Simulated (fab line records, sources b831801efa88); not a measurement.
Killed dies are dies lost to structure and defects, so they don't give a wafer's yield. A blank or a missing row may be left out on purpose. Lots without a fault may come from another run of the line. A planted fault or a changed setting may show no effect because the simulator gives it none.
Split-lot experiment | flow gf180mcu | 5 lots, 23 wafers read, on a route of 602 steps

THE SPLIT
At GF_HV_LDD_DEVELOP_06 (develop time 60 s), the setting dev_temp_c was moved away from the recipe's 23 C on 10 of the 23 wafers read, by -14.9% to +13.9%. The other wafers ran this setting at the recipe's value.

The file shows no step between the split and the reading.

THE READING
cd_nm, in nm, at GF_HV_LDD_CD_MEAS_07 (target cd 400 nm). Fault-free wafers of this fab line usually give 400.0 nm, standard deviation 2.3 nm.

wafer  | tool, chamber at the split | dev_temp_c as run, C | against the recipe | cd_nm, nm | against lot-mates on the recipe
L075.2 | litho_track-01, 0          | 23                   | recipe             | 394.2     | -
L075.3 | litho_track-01, 0          | 23                   | recipe             | 396.1     | -
L075.4 | litho_track-01, 0          | 23                   | recipe             | 397.7     | -
L075.5 | litho_track-01, 0          | 25.92                | +12.7%             | 387.2     | -8.8
L075.6 | litho_track-01, 0          | 25.92                | +12.7%             | 384.1     | -11.9
L077.1 | litho_track-04, 0          | 23                   | recipe             | 401.0     | -
L077.2 | litho_track-04, 0          | 24.5                 | +6.5%              | 395.1     | -6.2
L077.4 | litho_track-04, 0          | 24.5                 | +6.5%              | 397.1     | -4.2
L077.5 | litho_track-04, 0          | 24.5                 | +6.5%              | 394.3     | -7.0
L077.6 | litho_track-04, 0          | 23                   | recipe             | 401.6     | -
L080.2 | litho_track-04, 0          | 23                   | recipe             | 401.0     | -
L080.3 | litho_track-04, 0          | 23                   | recipe             | 403.2     | -
L080.6 | litho_track-04, 0          | 23                   | recipe             | 402.4     | -
L084.1 | litho_track-01, 0          | 23                   | recipe             | 401.4     | -
L084.2 | litho_track-01, 0          | 19.58                | -14.9%             | 415.3     | +14.7
L084.3 | litho_track-01, 0          | 19.58                | -14.9%             | 414.1     | +13.5
L084.5 | litho_track-01, 0          | 23                   | recipe             | 401.2     | -
L084.6 | litho_track-01, 0          | 23                   | recipe             | 399.1     | -
L085.1 | litho_track-03, 0          | 23                   | recipe             | 399.9     | -
L085.2 | litho_track-03, 0          | 26.2                 | +13.9%             | 387.7     | -11.8
L085.3 | litho_track-03, 0          | 26.2                 | +13.9%             | 387.4     | -12.1
L085.4 | litho_track-03, 0          | 23                   | recipe             | 399.1     | -
L085.5 | litho_track-03, 0          | 26.2                 | +13.9%             | 388.2     | -11.3

THE FIT
A straight line over all 23 wafers: cd_nm changes by -0.955 nm for each +1% of dev_temp_c; r = -0.96; the points scatter about the line by 2.3 nm.
The same after taking each lot's own level away (the mean of its wafers on the recipe; 23 wafers): -0.882 nm for each +1%; r = -0.99; scatter 1.1 nm.
On that fit, the largest move of dev_temp_c shifts the reading by 13 nm.
The lots' own levels span 396.00 to 402.20 nm, that is 2.7 times the standard deviation above.
So the lot-to-lot level changes the slope little: the two slopes agree.
Check: with one of the wafers moved furthest among these (-14.9%) left out of the fit, the line predicts +12.8 nm for it against its lot-mates. It came out at +14.7 nm against them.

OTHER SPLITS ON THESE WAFERS
These wafers also went through other splits before the reading. Each is held against what the fit with the lots' levels taken away leaves over:
other split on the same wafers      | wafers away from the commonest value | r with cd_nm (lot level and that fit taken away)
GF_VT_IMPLANT_IMPLANT_19 dose_cm2   | 10                                   | -0.24
GF_VT_IMPLANT_COAT_24 resist_thk_nm | 4                                    | -0.04
GF_VT_IMPLANT_IMPLANT_30 tilt_deg   | 6                                    | -0.11
GF_VT_IMPLANT_IMPLANT_41 dose_cm2   | 6                                    | -0.09

THE FILE'S OWN FIT
cd_nm changes by -0.878 nm for each +1% of dev_temp_c, r = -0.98.
